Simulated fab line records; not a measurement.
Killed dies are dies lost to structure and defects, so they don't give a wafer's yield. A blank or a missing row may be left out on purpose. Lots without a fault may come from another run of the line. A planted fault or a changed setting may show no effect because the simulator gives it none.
Which tool was responsible? ; flow sky130 ; Sampling: 12 lots, 36 wafers, 4 of 708 route steps

== WHAT EACH GAUGE READ, for each wafer ==
The record holds no reading of a measuring or inspecting step that can be judged against a usual standard deviation.

== TOOL THAT RAN EACH LOT (tool first, then ch and the chambers of the sampled wafers, then the start) ==
lot;SKY_VIA2_ETCH_14;SKY_VIA2_ETCH_15;SKY_VIA2_STRIP_16;SKY_METAL3_SPUTTER_00
L211;rie-diel-02 ch 0,1, day 36 23:04;rie-diel-02 ch 0,1, day 36 23:07;plasma-asher-03 ch 0,1, day 36 23:10;pvd-sputter-02, day 37 00:33
L212;rie-diel-03 ch 1,2, day 37 10:51;rie-diel-03 ch 1,2, day 37 10:54;plasma-asher-04 ch 0,1, day 37 10:59;pvd-sputter-04, day 37 12:18
L213;rie-diel-03 ch 1,2,3, day 37 14:27;rie-diel-03 ch 1,2,3, day 37 14:30;plasma-asher-04 ch 0,1, day 37 14:34;pvd-sputter-03, day 37 15:55
L214;rie-diel-02 ch 1,2, day 37 17:17;rie-diel-02 ch 1,2, day 37 17:20;plasma-asher-03 ch 0,1, day 37 17:23;pvd-sputter-04, day 37 18:43
L215;rie-diel-02 ch 2,3, day 38 01:57;rie-diel-02 ch 2,3, day 38 02:00;plasma-asher-04 ch 0,1, day 38 02:05;pvd-sputter-02, day 38 03:20
L216;rie-diel-04 ch 0,1,2, day 38 22:28;rie-diel-04 ch 0,1,2, day 38 22:31;plasma-asher-03 ch 0,1, day 38 22:34;pvd-sputter-03, day 38 23:50
L223;rie-diel-02 ch 0,1,2, day 40 09:30;rie-diel-02 ch 0,1,2, day 40 09:33;plasma-asher-04 ch 0,1, day 40 09:37;pvd-sputter-02, day 40 10:53
L227;rie-diel-04 ch 0,1,2, day 41 07:42;rie-diel-04 ch 0,1,2, day 41 07:45;plasma-asher-03 ch 0,1, day 41 07:49;pvd-sputter-04, day 41 09:06
L229;rie-diel-04 ch 0,1, day 41 15:53;rie-diel-04 ch 0,1, day 41 15:56;plasma-asher-03 ch 0,1, day 41 16:01;pvd-sputter-04, day 41 17:15
L232;rie-diel-03 ch 1,2,3, day 42 11:49;rie-diel-03 ch 1,2,3, day 42 11:52;plasma-asher-01 ch 0,1, day 42 11:55;pvd-sputter-02, day 42 13:11
L233;rie-diel-03 ch 1,2,3, day 42 15:42;rie-diel-03 ch 1,2,3, day 42 15:45;plasma-asher-04 ch 0,1, day 42 15:49;pvd-sputter-04, day 42 17:04
L234;rie-diel-02 ch 0,2,3, day 43 01:00;rie-diel-02 ch 0,2,3, day 43 01:03;plasma-asher-03 ch 0,1, day 43 01:07;pvd-sputter-04, day 43 02:23
- SKY_VIA2_ETCH_14: etches BARC in N2/H2, stops on SiO2, time 45.9 s, target depth 60 nm.
- SKY_VIA2_ETCH_15: etches SiO2 in C4F8/O2/Ar, stops on TiN, target depth 546 nm, time 84 s.
- SKY_VIA2_STRIP_16: strips in O2/N2.
- SKY_METAL3_SPUTTER_00: material Ti, target thk 15 nm, time 10 s.

== WHAT THE TOOLS THEMSELVES READ (means of the sampled wafers that have a number; where no wafer has one, the mark that the record gives instead) ==
SKY_VIA2_ETCH_14. Usual: drypump-motor-current-A 5.8 A, standard deviation 0.48; oes-product-au 0.854 a.u., standard deviation 0.0044; run-length-s 74.2 s, standard deviation 0.58; throttle-valve-pct 13.224 %, standard deviation 0.011.
lot;tool;drypump-motor-current-A (A);oes-product-au (a.u.);run-length-s (s);throttle-valve-pct (%);flag
L211;rie-diel-02;5.4;0.852;74.1;13.227;
L212;rie-diel-03;5.8;0.850;73.6;13.218;
L213;rie-diel-03;6.0;0.850;74.0;13.223;
L214;rie-diel-02;5.0;0.854;74.2;13.217;
L215;rie-diel-02;5.9;0.851;74.7;13.221;
L216;rie-diel-04;6.1;0.846;74.0;13.230;
L223;rie-diel-02;5.5;0.959;63.0;13.239;OFF
L227;rie-diel-04;6.1;0.853;73.9;13.230;
L229;rie-diel-04;6.2;0.854;74.3;13.231;
L232;rie-diel-03;6.0;0.850;73.9;13.226;
L233;rie-diel-03;6.0;0.856;74.1;13.225;
L234;rie-diel-02;5.9;0.856;74.9;13.227;

SKY_VIA2_ETCH_15. Usual: oes-product-au 0.940 a.u., standard deviation 0.0049; run-length-s 112.3 s, standard deviation 0.59.
lot;tool;oes-product-au (a.u.);run-length-s (s);flag
L211;rie-diel-02;0.941;112.4;
L212;rie-diel-03;0.938;111.8;
L213;rie-diel-03;0.941;112.2;
L214;rie-diel-02;0.938;112.3;
L215;rie-diel-02;0.935;112.8;
L216;rie-diel-04;0.936;111.9;
L223;rie-diel-02;0.635;112.4;OFF
L227;rie-diel-04;0.940;111.9;
L229;rie-diel-04;0.939;112.5;
L232;rie-diel-03;0.943;112.0;
L233;rie-diel-03;0.941;112.2;
L234;rie-diel-02;0.941;113.0;

SKY_VIA2_STRIP_16. Usual: drypump-motor-current-A 5.84 A, standard deviation 0.27; o2-flow-sccm 2999 sccm, standard deviation 9.4; oes-product-au 0.398 a.u., standard deviation 0.005; strip-time-to-endpoint-s 4.04 s, standard deviation 0.03.
lot;tool;drypump-motor-current-A (A);o2-flow-sccm (sccm);oes-product-au (a.u.);strip-time-to-endpoint-s (s);flag
L211;plasma-asher-03;5.82;2995;0.400;4.01;
L212;plasma-asher-04;6.13;2997;0.395;4.05;
L213;plasma-asher-04;6.17;3008;0.394;4.01;
L214;plasma-asher-03;5.78;3004;0.394;4.01;
L215;plasma-asher-04;5.96;3002;0.395;4.02;
L216;plasma-asher-03;5.80;3010;0.402;4.02;
L223;plasma-asher-04;6.16;3007;0.400;4.17;OFF
L227;plasma-asher-03;5.77;3004;0.403;4.03;
L229;plasma-asher-03;5.81;2998;0.396;4.07;
L232;plasma-asher-01;5.46;2997;0.400;4.07;
L233;plasma-asher-04;5.98;2997;0.401;4.07;
L234;plasma-asher-03;5.78;3003;0.398;4.05;

SKY_METAL3_SPUTTER_00. Usual: chamber-pressure-pa 0.3999 Pa, standard deviation 0.00079; throttle-valve-pct 29.8 %, standard deviation 0.93.
lot;tool;chamber-pressure-pa (Pa);throttle-valve-pct (%);flag
L211;pvd-sputter-02;0.3998;30.2;
L212;pvd-sputter-04;0.4002;30.4;
L213;pvd-sputter-03;0.4001;28.7;
L214;pvd-sputter-04;0.3997;30.5;
L215;pvd-sputter-02;0.3990;29.7;
L216;pvd-sputter-03;0.4003;28.5;
L223;pvd-sputter-02;0.3993;29.9;
L227;pvd-sputter-04;0.4001;30.7;
L229;pvd-sputter-04;0.4009;30.3;
L232;pvd-sputter-02;0.4002;29.8;
L233;pvd-sputter-04;0.4001;30.1;
L234;pvd-sputter-04;0.3992;30.0;

== THE ANSWER, worked out from the rows above alone ==
Rule: a lot counts as off when the mean over its wafers that have a number is more than 3 standard deviations away from the usual mean. Also off: a lot with no number at a reading for which 4 or more lots have one. Any other lot the step has rows for is counted as sound. First the gauges in route order, then the tools' own readings, where a lot's mean is used as printed above. At the first step where some lot is off, the reading lying furthest off is the one used; lots without a number count as furthest.
Off at SKY_VIA2_ETCH_14 (oes-product-au): L223.
If a tool, at that step or one of the process steps before it, ran each lot that is off and ran no sound lot following the first of them, it fits. Not one of the candidates tried fits.

== WHAT THE SIMULATOR HAD INSERTED ==
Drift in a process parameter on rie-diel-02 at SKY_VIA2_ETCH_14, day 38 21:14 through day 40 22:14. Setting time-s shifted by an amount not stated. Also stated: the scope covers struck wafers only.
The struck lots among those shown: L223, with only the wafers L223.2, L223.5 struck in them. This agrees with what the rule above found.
